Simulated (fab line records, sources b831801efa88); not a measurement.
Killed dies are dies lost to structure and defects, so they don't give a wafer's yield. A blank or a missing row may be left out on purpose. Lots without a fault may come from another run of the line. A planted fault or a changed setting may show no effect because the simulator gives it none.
Chamber matching | flow sky130 | SKY_VIA3_CMP_02 on cmp-01: 4 sister chambers
The step polishes SiO2. 24 wafers are shown with their chamber, then 12 later ones without.

WAFERS WITH THEIR CHAMBER
wafer  | chamber | motor_current_A (A)
L075.2 | 0       | 12.7
L075.4 | 3       | 11.4
L075.5 | 0       | 12.3
L077.2 | 2       | 12.3
L077.3 | 3       | 11.2
L077.4 | 0       | 12.2
L078.2 | 0       | 12.4
L078.4 | 2       | 12.5
L078.6 | 3       | 11.0
L080.1 | 2       | 12.2
L080.2 | 1       | 11.9
L080.4 | 0       | 12.2
L083.1 | 2       | 11.9
L083.3 | 3       | 11.3
L083.4 | 1       | 11.8
L084.1 | 1       | 11.4
L084.2 | 2       | 12.3
L084.6 | 0       | 12.5
L089.1 | 3       | 11.6
L089.2 | 0       | 13.1
L089.6 | 2       | 12.8
L090.3 | 1       | 11.6
L090.5 | 1       | 10.5
L090.6 | 0       | 12.8

SIGNATURES (means of the wafers above)
reading         | chamber 0 | chamber 1 | chamber 2 | chamber 3 | scatter within a chamber
motor_current_A | 12.525    | 11.440    | 12.333    | 11.300    | 0.362
Rule: a wafer's distance from a chamber is the root of the sum, over the readings, of the square of ((its reading less the chamber's mean) divided by the reading's scatter). The wafer belongs to the nearest chamber; if the next one is less than 2 further off, it can't be placed. The scatter: the root of (the sum of the squares of (reading less its chamber's mean) over the shown wafers, divided by (wafers less chambers)).

WAFERS WITHOUT THEIR CHAMBER
wafer  | motor_current_A (A)
L092.1 | 12.2
L092.4 | 11.5
L092.5 | 12.3
L093.4 | 11.6
L093.5 | 11.9
L093.6 | 13.3
L095.1 | 11.3
L095.4 | 12.3
L095.6 | 12.1
L096.2 | 11.6
L096.4 | 12.5
L096.5 | 11.1

WHICH CHAMBER EACH WENT THROUGH
wafer  | from the rows above               | in truth
L092.1 | can't be placed: 2 or 0 or 1      | 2
L092.4 | can't be placed: 1 or 3           | 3
L092.5 | can't be placed: 2 or 0           | 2
L093.4 | can't be placed: 1 or 3 or 2      | 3
L093.5 | can't be placed: 2 or 1 or 3 or 0 | 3
L093.6 | can't be placed: 0 or 2           | 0
L095.1 | can't be placed: 3 or 1           | 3
L095.4 | can't be placed: 2 or 0           | 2
L095.6 | can't be placed: 2 or 0 or 1 or 3 | 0
L096.2 | can't be placed: 1 or 3 or 2      | 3
L096.4 | can't be placed: 0 or 2           | 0
L096.5 | can't be placed: 3 or 1           | 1
Placed correctly: 0 of 12. Can't be placed from these rows: 12 (the true chamber is among the candidates in 12). Placed wrongly: 0.
